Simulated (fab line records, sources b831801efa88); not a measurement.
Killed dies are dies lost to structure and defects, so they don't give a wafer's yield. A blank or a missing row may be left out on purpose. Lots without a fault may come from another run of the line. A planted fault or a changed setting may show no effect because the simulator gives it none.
Problem report in the 8D (eight disciplines) form, filled by code | flow sky130 | the parts of the form that need people (team, actions taken, sign-off) are left out

1. THE PROBLEM
chamber_pressure_mTorr at SKY_METAL3_METAL_ETCH_18 reads a mean of 8.002 mTorr on 4 wafers of 2 lots; wafers without a fault read 10.000 mTorr with a standard deviation of 0.0081. That is -99 or more standard deviations from the usual mean.
The step: etches the open film in Cl2/BCl3, stops on SiO2, target depth 845 nm, time 183.1 s.
First seen on wafer L315.4, day 40 18:44, on rie_metal-03. The record holds 36 wafers of 12 lots with a number at this step. Rule for "out", or "out of limits": more than 4 standard deviations from the usual mean. The other wafers with a number count as sound.

2. WHAT IT IS AND WHAT IT IS NOT
question                    | is                             | is not
which readings at this step | chamber_pressure_mTorr         | drypump_motor_current_A, oes_product_au, throttle_valve_pct
which lots                  | L315, L317                     | L310, L314, L316, L322, L324, L326, L328, L329, L331, L332
which wafers of those lots  | L315.4, L317.1, L317.4, L317.5 | L315.3, L315.5
read on which tools         | rie_metal-03                   | rie_metal-01, rie_metal-04
when                        | from day 40 18:44              | up to then (8 sound wafers); but 24 sound wafers of L316, L322, L324, L326, L328, L329, L331, L332 came after

3. SUSPECTS, AND WHAT RULES EACH OUT
Counting: a tool at a process step up to the reading stays a suspect if it ran every lot that is out. Sound lots after the first of them don't rule it out here, since some wafers of a struck lot are sound.
- rie_metal-03 at SKY_METAL3_METAL_ETCH_18 (etches the open film in Cl2/BCl3, stops on SiO2, target depth 845 nm, time 183.1 s): kept. It ran every lot that is out, first L315 (day 40 18:44); its last sound lot up to then is L314 (day 40 04:34). Its own readings are out on those wafers: chamber_pressure_mTorr.
- Within rie_metal-03 at SKY_METAL3_METAL_ETCH_18: the wafers that are out ran in chamber 0; their sound lot-mates ran in chamber 1.
Left after counting: rie_metal-03 at SKY_METAL3_METAL_ETCH_18.

4. THE CAUSE (what the simulator had put in)
Process parameter drift: rie_metal-03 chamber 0, from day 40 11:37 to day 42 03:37, at SKY_METAL3_METAL_ETCH_18. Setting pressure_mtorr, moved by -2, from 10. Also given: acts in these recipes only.
Counting left only this tool.

5. THE CHAIN OF EFFECTS, in route order
Each row: a reading whose mean over the struck wafers that have a number lies more than 3 standard deviations from the usual. Only readings for which the record gives a usual standard deviation are gone through. hours: the time from each lot's start at the first step in this table that gives one to its start at this step, as a median over the lots. sigmas: the change in usual standard deviations.
hours | step                     | reading                | usual        | on struck wafers | change | sigmas
0     | SKY_METAL3_METAL_ETCH_18 | chamber_pressure_mTorr | 10.000 mTorr | 8.002            | -1.998 | -99 or more
The process steps in it:
- SKY_METAL3_METAL_ETCH_18: etches the open film in Cl2/BCl3, stops on SiO2, target depth 845 nm, time 183.1 s.

6. WHAT WOULD HAVE CAUGHT IT SOONER
In this record the first reading out of limits was taken at day 40 18:44, 7 hours after the fault began at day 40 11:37.
